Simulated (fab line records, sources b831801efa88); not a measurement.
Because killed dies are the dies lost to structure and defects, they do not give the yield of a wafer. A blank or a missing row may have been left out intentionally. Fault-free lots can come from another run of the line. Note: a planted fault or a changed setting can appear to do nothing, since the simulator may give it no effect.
fab line records ; flow gf180mcu
record: lots: 13; wafers: 39; last-day: 33
route steps=602 shown SAB@264 V1@349 M2@378
lots that met no fault: taken from a fault-free run of the same line
start-h: start of the lot's first displayed wafer, in hours after the record's first day ; wait-h: hours elapsed since this lot's preceding step ; " as in the row above ; L1.1+2: one row covering several wafers at once ; - no value, or no start was given ; * or withheld: withheld ; < > ~ a bound
route shown NAME@n: NAME is a module with steps in the file, n the number in the route of the first one ; usual: the fault-free wafers' mean and standard deviation ; same: alike in all rows ; chamber/n: place in a boat ; sites: readings site by site ; _std_site: the standard deviation of these ; _edge_site: the outer-site mean with the inner-site mean subtracted ; radius-mm: for every site, how far away it sits from the centre of the wafer ; mask NAME#n: copy n ; behind: tool/chamber where the wafer was last shaped ; hold: cause of the lot's hold/its duration in hours/its outcome ; device: transistor that didn't switch, given as n, p or np ; end of line: the route-end tests of the same wafers ; step lacking rows: just its recipe ; killed: not the wafer's yield, but the dies lost to structure and defects at the first sort ; map: the dies of a wafer, with x for killed, . for not killed, _ for no die there
set.NAME: the setting the step ran with; set.NAME@STEP: the setting that earlier step ran with ; model.NAME: the simulator's own value behind a step, which no gauge read
route steps across a sampled set of lots; one table per step, one row per wafer
services: a tool's chamber out of use, with start hour (start-h, from the record's first day; less than 0 if before it), hours out, and reason
== steps ==
step: GF_SAB_CVD_00
recipe: material: SiO2; target-thk-nm: 50; precursor: TEOS; temp-c: 400; time-s: 4.9302; rf-w: 600
usual: heater-power-w: 666/93
lot.wafer;tool;chamber;start-h;wait-h;heater-power-w;since-wet-clean-h
L968.1;pecvd-03;1;317.93;0.1;747;143
L968.3;pecvd-03;0;317.93;0.1;749;143
L968.5;pecvd-03;0;317.93;0.1;777;-
L970.3;pecvd-03;2;335.38;0.1;608;161
L970.5;pecvd-03;1;335.38;0.1;674;-
L970.6;pecvd-03;0;335.38;0.1;746;-
L971.1;pecvd-04;2;338.29;0.1;629;372
L971.3;pecvd-04;0;338.29;0.1;785;372
L971.5;pecvd-04;0;338.29;0.1;794;-
L972.2;pecvd-04;1;352.76;0.1;547;386
L972.3;pecvd-04;0;352.76;0.1;715;386
L972.6;pecvd-04;1;352.76;0.1;560;-
L973.3;pecvd-03;1;359.13;0.1;802;185
L973.5;pecvd-03;1;359.13;0.1;801;-
L973.6;pecvd-03;0;359.13;0.1;707;-
L974.2;pecvd-03;1;368.77;0.1;784;194
L974.4;pecvd-03;2;368.77;0.1;582;-
L974.5;pecvd-03;0;368.77;0.1;785;-
L976.2;pecvd-03;0;384.38;0.1;760;210
L976.5;pecvd-03;1;384.38;0.1;766;-
L976.6;pecvd-03;0;384.38;0.1;749;-
L977.3;pecvd-01;2;393.98;0.1;619;636
L977.4;pecvd-01;0;393.98;0.1;762;-
L977.6;pecvd-01;1;393.98;0.1;653;-
L979.2;pecvd-01;0;414.69;0.1;715;657
L979.3;pecvd-01;1;414.69;0.1;589;657
L979.6;pecvd-01;0;414.69;0.1;705;-
L980.1;pecvd-03;2;423.53;0.1;527;249
L980.2;pecvd-03;0;423.53;0.1;757;249
L980.5;pecvd-03;2;423.53;0.1;547;-
L981.1;pecvd-03;1;429.31;0.1;816;255
L981.4;pecvd-03;2;429.31;0.1;567;-
L981.5;pecvd-03;1;429.31;0.1;774;-
L985.2;pecvd-01;1;459.63;0.1;532;702
L985.4;pecvd-01;0;459.63;0.1;654;-
L985.5;pecvd-01;1;459.63;0.1;543;-
L987.1;pecvd-03;0;477.52;0.1;768;303
L987.3;pecvd-03;1;477.52;0.1;738;303
L987.6;pecvd-03;2;477.52;0.1;529;-
step: GF_SAB_THK_MEAS_01
recipe: reads: SiO2_of_SAB_CVD_00
usual: SAB_CVD_00_THK: 50.1/0.67
lot.wafer;tool;chamber;start-h;wait-h;SAB_CVD_00_THK[nm]
L968.1;film-metro-03;-;317.95;0.0;50.3
L968.3;film-metro-03;-;317.95;0.0;51.0
L968.5;film-metro-03;-;317.95;0.0;51.7
L970.3;film-metro-03;-;335.42;0.0;49.3
L970.5;film-metro-03;-;335.42;0.0;50.6
L970.6;film-metro-03;-;335.42;0.0;50.0
L971.1;film-metro-04;-;338.31;0.0;49.1
L971.3;film-metro-04;-;338.31;0.0;48.8
L971.5;film-metro-04;-;338.31;0.0;49.7
L972.2;film-metro-04;-;352.79;0.0;50.1
L972.3;film-metro-04;-;352.79;0.0;48.8
L972.6;film-metro-04;-;352.79;0.0;50.2
L973.3;film-metro-03;-;359.17;0.0;49.6
L973.5;film-metro-03;-;359.17;0.0;50.2
L973.6;film-metro-03;-;359.17;0.0;50.9
L974.2;film-metro-04;-;368.80;0.0;50.1
L974.4;film-metro-04;-;368.80;0.0;50.3
L974.5;film-metro-04;-;368.80;0.0;50.9
L976.2;film-metro-03;-;384.46;0.1;50.4
L976.5;film-metro-03;-;384.46;0.1;50.8
L976.6;film-metro-03;-;384.46;0.1;51.1
L977.3;film-metro-04;-;394.02;0.0;49.9
L977.4;film-metro-04;-;394.02;0.0;50.4
L977.6;film-metro-04;-;394.02;0.0;50.1
L979.2;film-metro-03;-;414.72;0.0;50.2
L979.3;film-metro-03;-;414.72;0.0;49.7
L979.6;film-metro-03;-;414.72;0.0;51.1
L980.1;film-metro-03;-;423.55;0.0;49.2
L980.2;film-metro-03;-;423.55;0.0;49.8
L980.5;film-metro-03;-;423.55;0.0;49.8
L981.1;film-metro-02;-;429.33;0.0;50.0
L981.4;film-metro-02;-;429.33;0.0;50.9
L981.5;film-metro-02;-;429.33;0.0;50.8
L985.2;film-metro-02;-;459.66;0.0;49.4
L985.4;film-metro-02;-;459.66;0.0;50.6
L985.5;film-metro-02;-;459.66;0.0;50.1
L987.1;film-metro-04;-;477.58;0.1;50.1
L987.3;film-metro-04;-;477.58;0.1;50.2
L987.6;film-metro-04;-;477.58;0.1;52.8
step: GF_V1_CD_MEAS_14
recipe: target-cd-nm: 260
usual: cd-nm: 260.0/1.4
lot.wafer;tool;chamber;start-h;wait-h;cd-nm
L968.1;cd-sem-01;-;409.87;0.1;259.0
L968.3;cd-sem-01;-;409.87;0.1;260.6
L968.5;cd-sem-01;-;409.87;0.1;260.2
L970.3;cd-sem-02;-;430.98;0.1;258.4
L970.5;cd-sem-02;-;430.98;0.1;259.4
L970.6;cd-sem-02;-;430.98;0.1;259.7
L971.1;cd-sem-01;-;434.00;0.1;259.8
L971.3;cd-sem-01;-;434.00;0.1;261.8
L971.5;cd-sem-01;-;434.00;0.1;260.0
L972.2;cd-sem-02;-;450.81;0.1;260.2
L972.3;cd-sem-02;-;450.81;0.1;260.9
L972.6;cd-sem-02;-;450.81;0.1;259.4
L973.3;cd-sem-01;-;458.56;0.1;259.6
L973.5;cd-sem-01;-;458.56;0.1;260.1
L973.6;cd-sem-01;-;458.56;0.1;260.0
L974.2;cd-sem-01;-;468.67;0.1;261.3
L974.4;cd-sem-01;-;468.67;0.1;261.7
L974.5;cd-sem-01;-;468.67;0.1;261.4
L976.2;cd-sem-02;-;484.41;0.1;260.8
L976.5;cd-sem-02;-;484.41;0.1;262.1
L976.6;cd-sem-02;-;484.41;0.1;261.7
L977.3;cd-sem-02;-;495.34;0.1;257.4
L977.4;cd-sem-02;-;495.34;0.1;258.0
L977.6;cd-sem-02;-;495.34;0.1;257.4
L979.2;cd-sem-01;-;514.59;0.1;258.0
L979.3;cd-sem-01;-;514.59;0.1;258.6
L979.6;cd-sem-01;-;514.59;0.1;258.6
L980.1;cd-sem-01;-;524.09;0.1;259.9
L980.2;cd-sem-01;-;524.09;0.1;260.0
L980.5;cd-sem-01;-;524.09;0.1;260.1
L981.1;cd-sem-01;-;529.99;0.1;262.8
L981.4;cd-sem-01;-;529.99;0.1;263.7
L981.5;cd-sem-01;-;529.99;0.1;262.5
L985.2;cd-sem-01;-;557.30;0.1;260.3
L985.4;cd-sem-01;-;557.30;0.1;259.6
L985.5;cd-sem-01;-;557.30;0.1;259.9
L987.1;cd-sem-02;-;574.02;0.1;260.9
L987.3;cd-sem-02;-;574.02;0.1;259.9
L987.6;cd-sem-02;-;574.02;0.1;261.2
step: GF_V1_SPUTTER_21
recipe: material: Ti; target-thk-nm: 15; chamber-pressure-pa: 5; power-w: 2500; substrate-temp-c: 200; time-s: 80.02
usual: throttle-valve-pct: 29.5/1.4
lot.wafer;tool;chamber;start-h;wait-h;throttle-valve-pct
L968.1;pvd-sputter-04;-;410.69;0.0;30.8
L968.3;pvd-sputter-04;-;410.69;0.0;30.4
L968.5;pvd-sputter-04;-;410.69;0.0;30.5
L970.3;pvd-sputter-04;-;431.76;0.0;30.6
L970.5;pvd-sputter-04;-;431.76;0.0;27.3
L970.6;pvd-sputter-04;-;431.76;0.0;29.4
L971.1;pvd-sputter-04;-;434.82;0.0;27.3
L971.3;pvd-sputter-04;-;434.82;0.0;30.5
L971.5;pvd-sputter-04;-;434.82;0.0;27.3
L972.2;pvd-sputter-03;-;451.60;0.0;31.4
L972.3;pvd-sputter-03;-;451.60;0.0;28.3
L972.6;pvd-sputter-03;-;451.60;0.0;28.5
L973.3;pvd-sputter-04;-;459.34;0.0;30.9
L973.5;pvd-sputter-04;-;459.34;0.0;27.2
L973.6;pvd-sputter-04;-;459.34;0.0;30.9
L974.2;pvd-sputter-01;-;469.48;0.0;31.1
L974.4;pvd-sputter-01;-;469.48;0.0;27.6
L974.5;pvd-sputter-01;-;469.48;0.0;30.8
L976.2;pvd-sputter-04;-;485.20;0.0;30.5
L976.5;pvd-sputter-04;-;485.20;0.0;30.4
L976.6;pvd-sputter-04;-;485.20;0.0;29.8
L977.3;pvd-sputter-03;-;496.12;0.0;31.0
L977.4;pvd-sputter-03;-;496.12;0.0;28.2
L977.6;pvd-sputter-03;-;496.12;0.0;30.9
L979.2;pvd-sputter-01;-;515.39;0.0;30.7
L979.3;pvd-sputter-01;-;515.39;0.0;28.6
L979.6;pvd-sputter-01;-;515.39;0.0;31.6
L980.1;pvd-sputter-03;-;524.94;0.0;29.3
L980.2;pvd-sputter-03;-;524.94;0.0;28.6
L980.5;pvd-sputter-03;-;524.94;0.0;28.1
L981.1;pvd-sputter-01;-;530.80;0.0;30.7
L981.4;pvd-sputter-01;-;530.80;0.0;27.5
L981.5;pvd-sputter-01;-;530.80;0.0;31.3
L985.2;pvd-sputter-04;-;558.11;0.0;27.2
L985.4;pvd-sputter-04;-;558.11;0.0;30.4
L985.5;pvd-sputter-04;-;558.11;0.0;29.4
L987.1;pvd-sputter-03;-;574.91;0.0;30.9
L987.3;pvd-sputter-03;-;574.91;0.0;28.2
L987.6;pvd-sputter-03;-;574.91;0.0;29.1
step: GF_M2_METAL_ETCH_16
recipe: chemistry: Cl2/BCl3; mask-material: KrF; target-depth-nm: 750.8; stop-on: SiO2; pressure-mtorr: 8; icp-w: 800; bias-w: 140; Cl2_flow_sccm: 80; bcl3-flow-sccm: 40; time-s: 125.1
usual: drypump-motor-current-A: 5.5/0.39; oes-product-au: 0.991/0.0049; throttle-valve-pct: 28.228/0.009
lot.wafer;tool;chamber;start-h;wait-h;drypump-motor-current-A;oes-product-au;rf-hours-counter-h;throttle-valve-pct
L968.1;rie-metal-03;1;435.72;0.0;5.4;0.987;7;28.230
L968.3;rie-metal-03;1;435.72;0.0;5.4;0.997;-;28.206
L968.5;rie-metal-03;1;435.72;0.0;5.4;0.994;-;28.217
L970.3;rie-metal-03;1;457.47;0.1;5.4;0.990;-;28.228
L970.5;rie-metal-03;0;457.47;0.1;4.9;0.997;-;28.232
L970.6;rie-metal-03;1;457.47;0.1;5.4;0.993;-;28.240
L971.1;rie-metal-03;0;459.97;0.0;4.9;0.984;9;28.237
L971.3;rie-metal-03;1;459.97;0.0;5.4;0.994;-;28.224
L971.5;rie-metal-03;0;459.97;0.0;4.9;0.997;-;28.220
L972.2;rie-metal-02;1;477.19;0.0;5.9;0.999;1;28.229
L972.3;rie-metal-02;1;477.19;0.0;5.9;0.994;-;28.232
L972.6;rie-metal-02;1;477.19;0.0;5.9;0.993;-;28.234
L973.3;rie-metal-01;1;484.62;0.1;6.0;0.990;-;28.229
L973.5;rie-metal-01;1;484.62;0.1;6.0;0.986;-;28.230
L973.6;rie-metal-01;1;484.62;0.1;6.0;0.993;-;28.217
L974.2;rie-metal-03;0;494.49;0.0;4.9;0.994;10;28.226
L974.4;rie-metal-03;1;494.49;0.0;5.4;0.982;-;28.217
L974.5;rie-metal-03;1;494.49;0.0;5.4;0.999;-;28.220
L976.2;rie-metal-02;0;509.82;0.0;5.2;0.991;6;28.210
L976.5;rie-metal-02;1;509.82;0.0;5.8;0.988;-;28.215
L976.6;rie-metal-02;0;509.82;0.0;5.3;0.986;-;28.240
L977.3;rie-metal-01;0;520.47;0.1;5.8;0.985;-;28.231
L977.4;rie-metal-01;1;520.47;0.1;6.0;0.992;-;28.241
L977.6;rie-metal-01;1;520.47;0.1;6.0;0.989;-;28.245
L979.2;rie-metal-01;0;539.39;0.0;5.7;0.984;1;28.230
L979.3;rie-metal-01;1;539.39;0.0;6.0;0.987;-;28.227
L979.6;rie-metal-01;0;539.39;0.0;5.7;0.992;-;28.242
L980.1;rie-metal-03;1;548.42;0.0;5.4;0.995;10;28.228
L980.2;rie-metal-03;0;548.42;0.0;4.9;0.984;12;28.230
L980.5;rie-metal-03;0;548.42;0.0;4.9;0.985;-;28.226
L981.1;rie-metal-02;0;554.79;0.0;5.2;0.987;7;28.226
L981.4;rie-metal-02;0;554.79;0.0;5.2;0.984;-;28.236
L981.5;rie-metal-02;1;554.79;0.0;5.9;0.996;-;28.233
L985.2;rie-metal-03;0;580.89;0.0;4.9;0.992;13;28.235
L985.4;rie-metal-03;0;580.89;0.0;4.9;0.983;-;28.230
L985.5;rie-metal-03;1;580.89;0.0;5.4;0.992;-;28.231
L987.1;rie-metal-02;0;597.29;0.0;5.2;0.992;9;28.215
L987.3;rie-metal-02;0;597.29;0.0;5.2;0.995;-;28.221
L987.6;rie-metal-02;1;597.29;0.0;5.9;0.988;-;28.217
== services ==
tool;chamber;start-h;hours;kind
pvd-sputter-01;-;314.78;1.2;repair
pvd-sputter-03;2;316.18;-;consumable-replace:kit
pvd-sputter-03;2;316.18;18.0;scheduled-down
pvd-sputter-03;2;316.18;18.0;vent-cycle
pecvd-04;-;341.89;2.8;pm
pecvd-04;2;368.80;4.4;repair
pecvd-01;-;375.17;0.4;repair
rie-metal-02;1;385.97;-;clean
rie-metal-02;1;385.97;28.7;scheduled-down
rie-metal-01;-;388.84;28.1;pm
pvd-sputter-01;-;414.34;1.9;repair
pvd-sputter-03;-;417.67;23.2;repair
pecvd-03;-;450.69;6.0;pm
rie-metal-01;-;451.71;14.6;pm
pvd-sputter-04;1;455.98;-;consumable-replace:kit
pvd-sputter-04;1;455.98;18.0;scheduled-down
pvd-sputter-04;1;455.98;18.0;vent-cycle
pvd-sputter-03;-;458.79;3.7;repair
pecvd-03;2;459.66;2.8;repair
pvd-sputter-03;-;460.62;4.5;repair
rie-metal-02;-;495.07;2.8;pm
pvd-sputter-03;-;541.15;1.8;repair
pecvd-03;-;571.25;14.6;pm
pecvd-01;-;591.12;14.0;pm
== key ==
first-sign: step: GF_SAB_THK_MEAS_01; reading: SAB_CVD_00_THK; direction: up; sigmas: 4; usual: 50.1; struck: 52.8
effect none on later readings
met-at GF_SAB_CVD_00
struck-lots L987
struck-wafers L987.6
tester-left-out L987
not-acting-at GF_V1_CD_MEAS_14,GF_V1_SPUTTER_21,GF_M2_METAL_ETCH_16
onset-between 429.31 477.52
fault: kind: process-parameter-drift; tool: pecvd-03; chamber: 2; onset-h: 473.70; steps: GF_SAB_CVD_00; channel: target-thk-nm; offset: 2.8231; shape: step; end-h: 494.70; acts-in: these-recipes-only; stated: 50
tester-left-out: of these lots the tester's yield and bins aren't shown, on N5 and GAA mostly nor the transistor test; their killed dies are dies lost to structure and defects alone, not to doping, threshold or leakage, so they don't give the yield
